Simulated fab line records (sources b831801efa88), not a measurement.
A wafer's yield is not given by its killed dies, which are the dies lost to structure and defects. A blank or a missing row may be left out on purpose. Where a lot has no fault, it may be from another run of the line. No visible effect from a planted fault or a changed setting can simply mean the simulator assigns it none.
Which tool is to blame? -- flow sky130 -- 14 lots (42 wafers sampled), 1 step of a 708-step route

== WHAT EACH GAUGE READ, for each wafer ==
Not one reading of a measure or inspect step in the record can be checked against a usual standard deviation.

== WHAT TOOL EACH LOT RAN ON (gives the tool, then ch and the chambers of the sampled wafers, and finally the start) ==
lot,SKY_PASSIVATION_DEVELOP_10
L817,"lithoTrack-04 ch 0, day 44 22:00"
L822,"lithoTrack-02 ch 0, day 46 11:00"
L823,"lithoTrack-02 ch 0, day 46 14:00"
L825,"lithoTrack-02 ch 0, day 47 02:00"
L826,"lithoTrack-04, day 47 09:00"
L827,"lithoTrack-01, day 47 19:00"
L828,"lithoTrack-01 ch 0, day 48 01:00"
L830,"lithoTrack-01 ch 0, day 48 07:00"
L833,"lithoTrack-02 ch 0, day 48 21:00"
L834,"lithoTrack-01 ch 0, day 48 22:00"
L836,"lithoTrack-04 ch 0, day 49 15:00"
L837,"lithoTrack-04 ch 0, day 50 00:00"
L838,"lithoTrack-04 ch 0, day 50 05:00"
L839,"lithoTrack-04 ch 0, day 50 12:00"
- SKY_PASSIVATION_DEVELOP_10: develop time 60 s.

== AS READ BY THE TOOLS THEMSELVES (means over the sampled wafers that have a number; for cases with no such wafer, the mark the record gives instead) ==
SKY_PASSIVATION_DEVELOP_10.
lot,tool,chillPlateTempC (C)
L817,lithoTrack-04,22.97
L822,lithoTrack-02,23.06
L823,lithoTrack-02,22.90
L825,lithoTrack-02,23.01
L826,lithoTrack-04,-
L827,lithoTrack-01,-
L828,lithoTrack-01,23.07
L830,lithoTrack-01,22.97
L833,lithoTrack-02,23.06
L834,lithoTrack-01,22.90
L836,lithoTrack-04,23.05
L837,lithoTrack-04,22.97
L838,lithoTrack-04,23.00
L839,lithoTrack-04,23.08

== THE ANSWER, worked out from the rows above alone ==
Rule: the usual values come from the lots themselves. The widest of any qualifying gaps counts: lots, ordered by their means at a reading, are off when they make up no more than a third of the lots, leave a main group of 4 or more, and stand apart from it by 3 or more times the standard deviation of that group's means. The tables above print the reading to a certain number of digits; a main group whose means all agree to those digits is not used. A lot without any number at a reading at which 4 lots or more have one is off too. Where the step has rows for the other lots, those lots are counted as sound. The gauges are gone through in route order, then the tools' own readings, and for those a lot's mean is taken as printed above. At the first step where some lot is off, the reading lying furthest off is the one used; lots without a number count as furthest.
Off at SKY_PASSIVATION_DEVELOP_10 (chillPlateTempC): L826, L827. Without a number there: L826, L827. Main group: mean 23.00 C, sd 0.06.
A tool fits if, at that step or a process step before it, it ran every lot that is off, and no sound lot after the first of them. Of those tried, none fits.

== WHAT HAD BEEN PUT IN BY THE SIMULATOR ==
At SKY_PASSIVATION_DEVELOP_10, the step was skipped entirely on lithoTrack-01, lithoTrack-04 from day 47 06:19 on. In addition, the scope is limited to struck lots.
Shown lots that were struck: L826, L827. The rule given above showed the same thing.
